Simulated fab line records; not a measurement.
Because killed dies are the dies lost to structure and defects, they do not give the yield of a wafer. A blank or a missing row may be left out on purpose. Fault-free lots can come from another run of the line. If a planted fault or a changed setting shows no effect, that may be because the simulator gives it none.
fab line records	flow sfqLine
[record] lots = 12	wafers = 36	lastDay = 93
route steps=325 shown L0@14 L0V@25 I1@73
lots that met no fault: from a run of the same line without faults
startH: hours from the record's first day to the start of the lot's first wafer shown	waitH: time in hours since the lot's previous step	" unchanged from the row above	L1.1+2: a single row standing in for several wafers	- no value, or no start given	* or withheld: withheld	< > ~ a bound
route shown NAME@n: NAME is a module with steps in the file, n the number in the route of the first one	usual: mean and standard deviation over wafers with no fault	same: alike in all rows	chamber/n: place in a boat	sites: each site's reading	_std_site: their standard deviation	_edge_site: the outer-site mean with the inner-site mean subtracted	radiusMm: for every site, how far away it sits from the centre of the wafer	mask NAME#n: copy n	behind: tool/chamber where the wafer was last shaped	hold: cause of the lot's hold/its duration in hours/its outcome	device: transistor that didn't switch, given as n, p or np	end of line: tests run on the same wafers once the route is complete	for a step that has no rows: nothing shown but its recipe	killed: dies lost to structure and defects at the first sort, not the wafer's yield	map: the dies of a wafer, with x for killed, . for not killed, _ for no die there
set.NAME: the setting as run; set.NAME@STEP: as run at that earlier step	model.NAME: the simulator's own value behind a step, which no gauge read
the route's steps for a sample of lots (tables are steps, rows are wafers)
services: the hour from which a tool's chamber was out of use, counted from the record's first day as startH (under 0 if before that day), plus the number of hours and why
[[steps]]
[step SFQ_TRILAYER_L0_STRIP_STRIP_009]
[recipe] gas = O2	powerW = 200	platenTempC = 40	overashFraction = 0.65	chemistry = O2	pressureMtorr = 50
[usual] drypumpMotorCurrentA = 5.8/0.33	oesProductAu = 0.997/0.0082
lot.wafer	tool	chamber	startH	waitH	drypumpMotorCurrentA	oesProductAu	rfHoursCounterH
L325.2	rieMetal-03	1	76.72	0.0	6.3	0.990	209
L325.3	"	1	"	"	6.3	0.995	-
L325.6	"	0	"	"	5.5	0.992	-
L326.1	rieMetal-04	1	80.32	0.0	6.2	1.015	56
L326.3	"	1	"	"	6.2	1.012	-
L326.4	"	0	"	"	5.6	0.993	-
L330.1	rieMetal-04	0	98.33	0.0	5.6	0.993	118
L330.3	"	0	"	"	5.7	0.987	-
L330.4	"	1	"	"	6.2	1.001	-
L331.1	rieMetal-03	0	105.08	0.0	5.4	0.988	49
L331.3	"	0	"	"	5.4	0.988	-
L331.4	"	1	"	"	6.3	0.997	-
L332.1	rieMetal-03	1	109.88	0.0	6.3	1.007	2
L332.2	"	0	"	"	5.4	0.986	50
L332.5	"	0	"	"	5.5	0.989	-
L333.1	rieMetal-04	0	113.48	0.0	5.7	0.989	121
L333.4	"	0	"	"	5.7	0.999	-
L333.5	"	1	"	"	6.2	0.992	-
L335.2	rieMetal-03	1	125.57	0.0	6.3	0.991	5
L335.3	"	1	"	"	6.3	1.006	-
L335.5	"	0	"	"	5.5	1.001	-
L339.1	rieMetal-01	1	149.60	0.0	5.9	1.002	92
L339.3	"	1	"	"	5.9	1.012	-
L339.4	"	0	"	"	5.7	0.998	-
L342.4	rieMetal-04	0	168.88	0.2	5.7	0.995	-
L342.5	"	0	"	"	5.7	0.994	-
L342.6	"	1	"	"	6.3	1.006	-
L344.4	rieMetal-01	1	180.43	0.2	5.9	0.993	-
L344.5	"	0	"	"	5.7	0.993	-
L344.6	"	1	"	"	5.9	0.990	-
L346.1	rieMetal-03	1	191.03	0.0	6.3	1.004	15
L346.2	"	0	"	"	5.5	0.989	63
L346.3	"	1	"	"	6.3	1.004	-
L348.1	rieMetal-01	1	207.83	0.0	5.9	0.992	101
L348.3	"	1	"	"	5.9	0.992	-
L348.4	"	0	"	"	5.7	0.994	-
[step SFQ_TRILAYER_L0_VIA_ETCH_VIA_ETCH_016]
[recipe] target = SiO2	stopOn = MoNx_KI	maskMaterial = PR	chemistry = CHF3	targetDepthNm = 80	sourceW = 500	biasW = 80	pressureMtorr = 30	timeS = withheld
[usual] drypumpMotorCurrentA = 5.8/0.4	oesProductAu = 0.844/0.0072
lot.wafer	tool	chamber	startH	waitH	drypumpMotorCurrentA	oesProductAu
L325.2	rieDiel-03	2	136.34	0.0	6.3	0.844
L325.3	"	3	"	"	4.9	0.831
L325.6	"	3	"	"	4.9	0.840
L326.1	rieDiel-03	1	144.74	0.0	5.7	0.835
L326.3	"	2	"	"	6.3	0.840
L326.4	"	3	"	"	4.9	0.855
L330.1	rieDiel-04	3	171.80	0.0	6.3	0.841
L330.3	"	1	"	"	5.7	0.839
L330.4	"	0	"	"	5.9	0.839
L331.1	rieDiel-04	1	179.00	0.0	5.7	0.830
L331.3	"	0	"	"	5.9	0.837
L331.4	"	3	"	"	6.4	0.852
L332.1	rieDiel-03	1	185.00	0.0	5.7	0.838
L332.2	"	3	"	"	4.9	0.838
L332.5	"	0	"	"	5.7	0.847
L333.1	rieDiel-04	2	187.40	0.0	5.4	0.838
L333.4	"	0	"	"	5.8	0.848
L333.5	"	3	"	"	6.4	0.848
L335.2	rieDiel-03	0	205.40	0.0	5.7	0.838
L335.3	"	1	"	"	5.7	0.836
L335.5	"	1	"	"	5.7	0.854
L339.1	rieDiel-02	2	231.94	0.0	5.6	0.845
L339.3	"	3	"	"	6.2	0.847
L339.4	"	0	"	"	6.2	0.853
L342.4	rieDiel-04	3	254.74	0.0	6.3	0.843
L342.5	"	3	"	"	6.4	0.851
L342.6	"	0	"	"	5.9	0.849
L344.4	rieDiel-02	3	273.94	0.0	6.1	0.844
L344.5	"	1	"	"	5.8	0.843
L344.6	"	0	"	"	6.2	0.851
L346.1	rieDiel-02	2	289.17	0.0	5.7	0.837
L346.2	"	0	"	"	6.2	0.832
L346.3	"	3	"	"	6.1	0.852
L348.1	rieDiel-04	2	304.77	0.0	5.3	0.834
L348.3	"	3	"	"	6.3	0.837
L348.4	"	3	"	"	6.4	0.855
[step SFQ_TRILAYER_I1_DEP_PECVD_045]
[recipe] material = SiO2	tempC = 150	timeS = 111.11	pressureTorr = 2.4	rfW = 183.3	precursor = SiH4/N2O	targetThkNm = 500
[usual] heaterPowerW = 84/10	throttleValvePct = 24.2/1.2
lot.wafer	tool	chamber	startH	waitH	heaterPowerW	sinceWetCleanH	throttleValvePct
L325.2	pecvd-01	2	483.02	0.0	78	1028	23.4
L325.3	"	0	"	"	94	1028	26.2
L325.6	"	2	"	"	81	-	23.8
L326.1	pecvd-03	0	489.03	0.0	101	650	25.4
L326.3	"	1	"	"	77	650	24.0
L326.4	"	2	"	"	70	-	23.3
L330.1	pecvd-04	1	538.89	0.0	74	1453	25.1
L330.3	"	2	"	"	74	1453	26.5
L330.4	"	2	"	"	75	-	26.6
L331.1	pecvd-03	2	574.88	0.0	84	736	23.4
L331.3	"	1	"	"	91	736	24.4
L331.4	"	1	"	"	74	-	24.0
L332.1	pecvd-04	0	588.08	0.0	83	10	23.0
L332.2	"	1	"	"	69	10	22.2
L332.5	"	0	"	"	85	-	22.8
L333.1	pecvd-04	1	594.75	0.0	68	17	22.4
L333.4	"	2	"	"	76	-	24.2
L333.5	"	1	"	"	72	-	22.0
L335.2	pecvd-01	1	620.07	0.0	91	1165	24.1
L335.3	"	2	"	"	87	1165	23.2
L335.5	"	2	"	"	90	-	23.3
L339.1	pecvd-04	2	624.87	0.0	74	47	24.2
L339.3	"	1	"	"	76	47	22.2
L339.4	"	1	"	"	81	-	22.5
L342.4	pecvd-04	1	628.51	0.0	70	-	22.3
L342.5	"	2	"	"	63	-	24.0
L342.6	"	0	"	"	95	-	23.0
L344.4	pecvd-01	1	630.91	0.0	86	-	24.3
L344.5	"	2	"	"	88	-	23.4
L344.6	"	0	"	"	84	-	26.3
L346.1	pecvd-03	0	633.27	0.0	93	795	25.6
L346.2	"	2	"	"	87	795	23.6
L346.3	"	1	"	"	88	795	24.4
L348.1	pecvd-03	1	636.89	0.0	74	798	24.4
L348.3	"	2	"	"	75	798	23.3
L348.4	"	0	"	"	103	-	25.6
[step SFQ_TRILAYER_I1_CMP_CMP_046]
[recipe] material = SiO2	downForcePsi = 3	platenRpm = 60	padVelocityMS = 0.94248
[usual] motorCurrentA = 10.4/1.3	platenRpm = 60.00/0.048	timeToEndpointS = 217/6.7
lot.wafer	tool	chamber	startH	waitH	motorCurrentA	platenRpm	timeToEndpointS
L325.3	cmp-01	3	484.06	1.0	8.8	59.98	214
L325.2	"	2	485.56	2.5	11.4	59.99	213
L325.6	"	0	486.56	3.5	10.8	60.03	221
L326.1	cmp-01	2	490.06	1.0	11.4	59.97	209
L326.3	"	3	"	"	8.4	60.03	211
L326.4	"	0	"	"	10.8	59.95	215
L330.1	cmp-02	0	538.96	0.0	12.5	59.91	220
L330.3	"	1	"	"	9.0	60.03	208
L330.4	"	2	"	"	9.8	60.11	224
L331.4	cmp-01	3	576.67	1.7	8.7	60.03	225
L331.1	"	0	"	"	10.4	59.90	219
L331.3	"	2	578.17	3.3	10.8	59.96	221
L332.2	cmp-01	0	588.66	0.5	10.7	59.99	218
L332.1	"	1	"	"	10.8	60.06	221
L332.5	"	3	590.16	2.0	8.6	59.98	222
L333.4	cmp-01	0	594.83	0.0	11.3	59.96	210
L333.1	"	3	596.33	1.5	9.0	60.09	205
L333.5	"	0	"	"	11.0	60.03	227
L335.2	cmp-01	2	620.65	0.5	11.2	60.02	203
L335.3	"	0	621.65	1.5	11.2	59.98	194
L335.5	"	2	622.65	2.5	11.4	60.00	213
L339.3	cmp-02	0	627.35	2.4	13.5	60.02	210
L339.1	"	1	"	"	9.8	59.99	205
L339.4	"	2	"	"	10.0	59.93	222
L342.4	cmp-02	1	633.35	4.8	9.4	60.05	221
L342.5	"	1	635.35	6.8	9.7	59.96	213
L342.6	"	2	"	"	9.9	59.93	220
L344.4	cmp-02	0	637.35	6.4	13.0	60.05	218
L344.5	"	2	638.35	7.4	9.7	59.98	211
L344.6	"	3	"	"	9.9	59.99	206
L346.1	cmp-02	2	639.85	6.5	10.0	60.05	220
L346.3	"	3	"	"	9.6	60.04	224
L346.2	"	0	"	"	13.4	59.98	214
L348.4	cmp-02	3	645.35	8.4	9.6	59.99	211
L348.1	"	1	646.35	9.4	9.4	59.98	213
L348.3	"	2	"	"	9.6	59.93	212
[step SFQ_I1_BOW_MEAS_912]
[recipe] mode = bow
[usual] I1_BOW = 2/7.5
lot.wafer	tool	chamber	startH	waitH	I1_BOW[um]
L325.2	filmMetro-04	-	487.08	1.0	7
L325.3	"	-	"	"	6
L325.6	"	-	"	"	6
L326.1	filmMetro-04	-	493.06	2.5	-3
L326.3	"	-	"	"	9
L326.4	"	-	"	"	5
L330.1	filmMetro-01	-	541.96	2.5	-6
L330.3	"	-	"	"	-1
L330.4	"	-	"	"	4
L331.1	filmMetro-01	-	579.67	2.0	9
L331.3	"	-	"	"	3
L331.4	"	-	"	"	-6
L332.1	filmMetro-01	-	591.16	1.5	-5
L332.2	"	-	"	"	8
L332.5	"	-	"	"	-1
L333.1	filmMetro-01	-	597.83	1.0	-8
L333.4	"	-	"	"	3
L333.5	"	-	"	"	6
L333.1	filmMetro-01	-	599.15	1.3	-
L333.4	"	-	"	"	-
L333.5	"	-	"	"	-
L335.2	filmMetro-02	-	623.17	2.0	3
L335.3	"	-	"	"	4
L335.5	"	-	"	"	2
L335.2	filmMetro-02	-	625.08	1.9	-
L335.3	"	-	"	"	-
L335.5	"	-	"	"	-
L339.1	filmMetro-01	-	630.35	2.0	5
L339.3	"	-	"	"	1
L339.4	"	-	"	"	-12
L342.4	filmMetro-01	-	636.41	2.6	-11
L342.5	"	-	"	"	1
L342.6	"	-	"	"	3
L344.4	filmMetro-04	-	639.41	1.6	-12
L344.5	"	-	"	"	-6
L344.6	"	-	"	"	-6
L346.1	filmMetro-01	-	642.35	2.0	-1
L346.2	"	-	"	"	10
L346.3	"	-	"	"	5
L348.1	filmMetro-04	-	648.35	1.5	2
L348.3	"	-	"	"	10
L348.4	"	-	"	"	1
[step SFQ_TRILAYER_I1_METRO_MEASURE_047]
[usual] thkNm = 200.4/0.89
lot.wafer	tool	chamber	startH	waitH	thkNm
L325.2	filmMetro-04	-	487.38	0.3	199.4
L325.3	"	-	"	"	200.5
L325.6	"	-	"	"	200.9
L326.1	filmMetro-04	-	493.18	0.1	201.3
L326.3	"	-	"	"	201.1
L326.4	"	-	"	"	199.8
L330.1	filmMetro-01	-	542.08	0.1	200.3
L330.3	"	-	"	"	198.1
L330.4	"	-	"	"	199.8
L331.1	filmMetro-01	-	579.79	0.1	201.2
L331.3	"	-	"	"	199.8
L331.4	"	-	"	"	202.1
L332.1	filmMetro-01	-	591.28	0.1	200.3
L332.2	"	-	"	"	200.3
L332.5	"	-	"	"	200.0
L333.1	filmMetro-01	-	601.35	2.2	213.5
L333.4	"	-	"	"	214.6
L333.5	"	-	"	"	199.6
L333.1	filmMetro-01	-	602.72	1.2	213.3
L333.4	"	-	"	"	214.9
L333.5	"	-	"	"	199.6
L335.2	filmMetro-02	-	629.49	4.4	200.1
L335.3	"	-	"	"	214.9
L335.5	"	-	"	"	200.0
L335.2	filmMetro-02	-	630.86	1.2	200.4
L335.3	"	-	"	"	215.0
L335.5	"	-	"	"	199.9
L339.1	filmMetro-01	-	630.47	0.1	201.1
L339.3	"	-	"	"	200.9
L339.4	"	-	"	"	201.4
L342.4	filmMetro-01	-	637.07	0.6	201.2
L342.5	"	-	"	"	201.8
L342.6	"	-	"	"	200.5
L344.4	filmMetro-04	-	640.07	0.6	200.4
L344.5	"	-	"	"	201.9
L344.6	"	-	"	"	201.1
L346.1	filmMetro-01	-	642.47	0.1	199.7
L346.2	"	-	"	"	200.4
L346.3	"	-	"	"	200.7
L348.1	filmMetro-04	-	648.47	0.1	199.6
L348.3	"	-	"	"	200.4
L348.4	"	-	"	"	200.8
[step SFQ_TRILAYER_I1_VIA_ETCH_VIA_ETCH_052]
[recipe] target = SiO2	stopOn = Nb	maskMaterial = PR	taperDeg = 20	chemistry = CHF3	targetDepthNm = 260	sourceW = 500	biasW = 80	pressureMtorr = 30	timeS = withheld
[usual] drypumpMotorCurrentA = 5.8/0.5	oesProductAu = 0.856/0.005
lot.wafer	tool	chamber	startH	waitH	drypumpMotorCurrentA	oesProductAu
L325.2	rieDiel-01	1	649.58	0.0	6.2	0.857
L325.3	"	3	"	"	6.6	0.854
L325.6	"	3	"	"	6.6	0.856
L326.1	rieDiel-04	1	653.18	0.0	5.6	0.856
L326.3	"	2	"	"	5.3	0.862
L326.4	"	0	"	"	5.8	0.853
L330.1	rieDiel-01	0	697.03	0.0	5.8	0.850
L330.3	"	1	"	"	6.2	0.844
L330.4	"	2	"	"	5.1	0.850
L331.1	rieDiel-01	1	722.51	0.0	6.2	0.858
L331.3	"	3	"	"	6.6	0.853
L331.4	"	2	"	"	5.1	0.865
L332.1	rieDiel-03	3	728.51	0.0	4.9	0.866
L332.2	"	1	"	"	5.7	0.862
L332.5	"	1	"	"	5.7	0.852
L333.1	rieDiel-01	0	732.11	0.0	5.8	0.891
L333.4	"	3	"	"	6.6	0.893
L333.5	"	1	"	"	6.2	0.850
L335.2	rieDiel-03	2	755.50	0.0	6.2	0.854
L335.3	"	0	"	"	5.7	0.894
L335.5	"	3	"	"	4.9	0.849
L339.1	rieDiel-03	2	762.70	0.0	6.3	0.850
L339.3	"	0	"	"	5.7	0.849
L339.4	"	1	"	"	5.7	0.863
L342.4	rieDiel-03	2	769.90	0.0	6.3	0.856
L342.5	"	1	"	"	5.7	0.859
L342.6	"	2	"	"	6.2	0.852
L344.4	rieDiel-03	2	772.81	0.0	6.2	0.857
L344.5	"	0	"	"	5.7	0.857
L344.6	"	1	"	"	5.7	0.866
L346.1	rieDiel-04	1	776.41	0.0	5.7	0.858
L346.2	"	0	"	"	5.9	0.851
L346.3	"	3	"	"	6.4	0.860
L348.1	rieDiel-01	3	781.21	0.0	6.6	0.861
L348.3	"	2	"	"	5.1	0.864
L348.4	"	1	"	"	6.2	0.859
[[services]]
tool	chamber	startH	hours	kind
filmMetro-01	-	86.95	0.6	pm
rieDiel-03	0	131.22	6.4	repair
filmMetro-01	-	159.41	2.3	pm
filmMetro-01	-	252.96	0.2	pm
filmMetro-01	-	271.11	1.4	repair
filmMetro-01	-	290.80	0.3	pm
rieDiel-03	3	316.84	4.3	repair
filmMetro-01	-	331.34	1.0	pm
rieDiel-03	1	331.99	37.0	repair
filmMetro-01	-	404.41	0.6	pm
rieDiel-03	2	421.35	7.3	repair
rieDiel-03	0	423.01	6.0	repair
filmMetro-01	-	423.20	1.7	pm
rieDiel-03	-	431.58	14.6	pm
rieDiel-03	1	455.74	6.8	repair
filmMetro-01	-	535.80	0.2	pm
rieDiel-03	-	537.88	15.4	repair
rieDiel-03	-	545.56	1.0	repair
filmMetro-01	-	576.34	0.5	pm
rieDiel-03	-	647.39	2.8	pm
filmMetro-01	-	649.41	1.0	pm
rieDiel-03	2	657.84	15.3	repair
filmMetro-01	-	717.68	0.6	pm
rieDiel-03	3	779.23	17.2	repair
[[key]]
[firstSign] step = SFQ_TRILAYER_I1_CMP_CMP_046	reading = timeToEndpointS	direction = down	sigmas = 2.1	usual = *	struck = *
[effect] step = SFQ_I1_BOW_MEAS_912	reading = visit	direction = added
[effect] step = SFQ_TRILAYER_I1_METRO_MEASURE_047	reading = visit	direction = added
[effect] step = SFQ_TRILAYER_I1_METRO_MEASURE_047	reading = thkNm	direction = up	sigmas = 16	usual = 200.4	struck = 214.4
[effect] step = SFQ_TRILAYER_I1_VIA_ETCH_VIA_ETCH_052	reading = oesProductAu	direction = up	sigmas = 7.5	usual = 0.856	struck = 0.893
metAt SFQ_TRILAYER_I1_CMP_CMP_046
struckLots L333,L335
struckWafers L333.1,L333.4,L335.3
notActingAt SFQ_TRILAYER_L0_STRIP_STRIP_009,SFQ_TRILAYER_L0_VIA_ETCH_VIA_ETCH_016,SFQ_TRILAYER_I1_DEP_PECVD_045
onsetBetween 588.66 594.83
[fault] kind = processParameterDrift	tool = cmp-01	chamber = -	onsetH = 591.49	steps = SFQ_TRILAYER_I1_CMP_CMP_046	channel = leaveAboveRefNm	offset = 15	shape = step	endH = 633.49	scope = struckWafersOnly	actsIn = theseRecipesOnly	stated = 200
